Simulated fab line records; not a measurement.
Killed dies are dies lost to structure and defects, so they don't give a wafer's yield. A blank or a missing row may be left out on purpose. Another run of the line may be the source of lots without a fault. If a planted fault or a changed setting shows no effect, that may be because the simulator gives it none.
What tool caused it?	flow gf180mcu	11 lots with 33 wafers sampled at 5 steps, on a route of 602 steps

WHAT THE GAUGES READ, wafer by wafer
GF_HV_LDD_TW_MEAS_38.
lot	measured	on	HV_LDD_3_TW
L335	day 12 15:27	film metro-04	1431 1436 1433
L336	day 12 16:40	film metro-04	1433 1436 1426
L337	day 12 18:40	film metro-02	1415 1406 1409
L341	day 14 13:47	film metro-01	1442 1445 1441
L342	day 14 14:01	film metro-02	1412 1414 1410
L344	day 15 01:56	film metro-04	1435 1429 1436
L345	day 15 16:46	film metro-01	1436 1447 1445
L350	day 17 07:40	film metro-01	1527 1528 1525
L353	day 18 10:40	film metro-04	1521 1520 1528
L355	day 18 16:02	film metro-02	1405 1412 1410
L356	day 19 10:55	film metro-04	1447 1435 1437

GF_HV_LDD_RS_MEAS_53: measurement is done with a four-point probe.
lot	measured	on	HV_LDD_RS (ohm/sq)
L335	day 13 11:53	film metro-04	415.9 416.7 416.1
L336	day 13 13:05	film metro-04	417.1 417.1 417.7
L337	day 13 15:02	film metro-02	418.4 417.8 417.7
L341	day 15 11:19	film metro-02	417.5 417.9 417.4
L342	day 15 11:35	film metro-02	418.8 418.1 419.1
L344	day 15 22:59	film metro-01	416.9 417.0 417.1
L345	day 16 15:47	film metro-04	417.9 419.5 418.9
L350	day 18 07:53	film metro-02	404.7 403.6 404.1
L353	day 19 11:24	film metro-02	404.3 403.6 404.0
L355	day 19 17:07	film metro-01	418.2 417.6 417.1
L356	day 20 11:38	film metro-01	417.1 418.5 418.6

EACH LOT AND THE TOOL THAT RAN IT (in order: tool; ch and the chambers of the sampled wafers; start)
lot	GF_VT_IMPLANT_STRIP_42	GF_HV_LDD_STRIP_10	GF_HV_LDD_IMPLANT_36
L335	plasma asher-04 ch 0,1, day 8 05:49	plasma asher-03 ch 0,1, day 10 16:31	implanter-01 ch 0, day 12 15:12
L336	plasma asher-04 ch 0,1, day 8 10:34	plasma asher-04 ch 0,1, day 10 23:37	implanter-03 ch 0, day 12 16:25
L337	plasma asher-02 ch 0, day 8 15:05	plasma asher-01 ch 0,1, day 11 05:47	implanter-03 ch 0, day 12 18:18
L341	plasma asher-03 ch 0,1, day 9 20:31	plasma asher-04 ch 0,1, day 12 19:38	implanter-03 ch 0, day 14 13:33
L342	plasma asher-03 ch 0,1, day 10 06:59	plasma asher-03 ch 0,1, day 12 19:52	implanter-01 ch 0, day 14 13:46
L344	plasma asher-04 ch 0,1, day 10 17:19	plasma asher-01 ch 0,1, day 13 08:22	implanter-04 ch 0, day 15 01:43
L345	plasma asher-04 ch 0, day 11 04:22	plasma asher-03 ch 0, day 13 21:13	implanter-03 ch 0, day 15 16:32
L350	plasma asher-04 ch 1, day 12 12:18	plasma asher-04 ch 1, day 15 09:43	implanter-01 ch 0, day 17 07:25
L353	plasma asher-02 ch 0,1, day 13 11:09	plasma asher-01 ch 0,1, day 16 10:58	implanter-01 ch 0, day 18 10:25
L355	plasma asher-04 ch 0,1, day 13 14:29	plasma asher-01 ch 0,1, day 16 16:49	implanter-03 ch 0, day 18 15:50
L356	plasma asher-04 ch 0,1, day 14 07:44	plasma asher-01 ch 0, day 17 10:07	implanter-03 ch 0, day 19 10:40
- GF_VT_IMPLANT_STRIP_42: strips in O2/N2.
- GF_HV_LDD_STRIP_10: strips in O2/N2.
- GF_HV_LDD_IMPLANT_36

WHAT THE TOOLS THEMSELVES READ (means of the sampled wafers that have a number; where no wafer has one, the mark that the record gives instead)
GF_VT_IMPLANT_STRIP_42.
lot	tool	drypump motor current A (A)	heater power w (W)	o2 flow sccm (sccm)	oes product au (a.u.)	strip time to endpoint s (s)
L335	plasma asher-04	6.4	350	3005	0.714	12.66
L336	plasma asher-04	6.3	336	2994	0.712	12.72
L337	plasma asher-02	5.0	305	2992	0.716	12.66
L341	plasma asher-03	5.4	347	2992	0.718	12.56
L342	plasma asher-03	5.7	317	3015	0.715	12.59
L344	plasma asher-04	6.3	338	3002	0.719	12.70
L345	plasma asher-04	6.2	319	3006	0.716	12.56
L350	plasma asher-04	6.5	364	2995	0.715	12.67
L353	plasma asher-02	5.3	307	2995	0.721	12.67
L355	plasma asher-04	6.4	350	3011	0.714	12.60
L356	plasma asher-04	6.5	356	3000	0.720	12.63

GF_HV_LDD_STRIP_10.
lot	tool	drypump motor current A (A)	heater power w (W)	o2 flow sccm (sccm)	oes product au (a.u.)	strip time to endpoint s (s)
L335	plasma asher-03	5.7	322	3002	0.713	12.69
L336	plasma asher-04	6.3	333	2997	0.721	12.63
L337	plasma asher-01	6.0	312	3003	0.721	12.66
L341	plasma asher-04	6.5	354	2996	0.718	12.57
L342	plasma asher-03	5.4	342	3005	0.714	12.60
L344	plasma asher-01	6.1	349	3001	0.711	12.68
L345	plasma asher-03	6.0	287	3003	0.717	12.58
L350	plasma asher-04	6.5	363	2999	0.712	12.67
L353	plasma asher-01	6.0	312	3011	0.715	12.59
L355	plasma asher-01	6.1	346	2996	0.708	12.61
L356	plasma asher-01	6.2	383	3001	0.712	12.65

GF_HV_LDD_IMPLANT_36.
lot	tool	beam energy keV	dose ions cm2	faraday current uA	tilt deg (degrees)
L335	implanter-01	59.998	7.504e+12	42.7	29.971
L336	implanter-03	59.985	7.491e+12	42.1	30.004
L337	implanter-03	60.008	7.492e+12	42.3	29.987
L341	implanter-03	59.999	7.506e+12	42.2	30.004
L342	implanter-01	59.997	7.496e+12	42.2	29.996
L344	implanter-04	59.984	7.511e+12	42.7	29.996
L345	implanter-03	59.964	7.509e+12	42.7	30.003
L350	implanter-01	60.024	1.325e+13	73.5	29.994
L353	implanter-01	60.000	1.324e+13	75.0	29.981
L355	implanter-03	60.021	7.500e+12	41.7	30.017
L356	implanter-03	59.997	7.507e+12	42.1	30.012

THE ANSWER, worked out from the rows above alone
Rule: the lots themselves supply what counts as usual. The widest of any qualifying gaps counts: lots, ordered by their means at a reading, are off when they make up no more than a third of the lots, leave a main group of 4 or more, and stand apart from it by 3 or more times the standard deviation of that group's means. A main group is skipped when, at the precision printed for the reading in the tables above, its means are all equal. Also off: a lot with no number at a reading for which 4 or more lots have one. Any other lot the step has rows for is counted as sound. Order of review: gauges by route order, followed by the tools' own readings, for which a lot's mean as printed above is used. The first step at which some lot is off is used, and at that step the reading that is off furthest; a lot without a number counts as furthest.
Off: L350, L353, seen at GF_HV_LDD_TW_MEAS_38 (HV_LDD_3_TW). The main group has a mean of 1428 with a standard deviation of 13.
If a tool, at a process step before that reading, ran all the lots that are off and no sound lot after the first of them, it fits. The gauges at GF_HV_LDD_TW_MEAS_38 aren't tried: what is off there is off at GF_HV_LDD_RS_MEAS_53 too, on other tools, and a gauge's error can't cause that. One candidate fits, namely implanter-01 at GF_HV_LDD_IMPLANT_36. A fault onset in the window from L342 (day 14 13:46, its last sound lot) to L350 (day 17 07:25, its first lot off) fits.
The tool's own readings at GF_HV_LDD_IMPLANT_36 bear it out: on the lots that are off they differ by more than 5 times the standard deviation of the sound lots' means. dose ions cm2 reads 1.324e+13 there against 7.502e+12 on the sound lots; faraday current uA reads 74.2 there against 42.3 on the sound lots.

WHAT WAS PUT IN BY THE SIMULATOR
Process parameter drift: implanter-01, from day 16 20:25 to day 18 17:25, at GF_HV_LDD_IMPLANT_36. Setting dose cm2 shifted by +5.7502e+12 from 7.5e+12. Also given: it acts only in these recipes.
Lots struck among those shown: L350, L353. The rule given above showed the same thing.
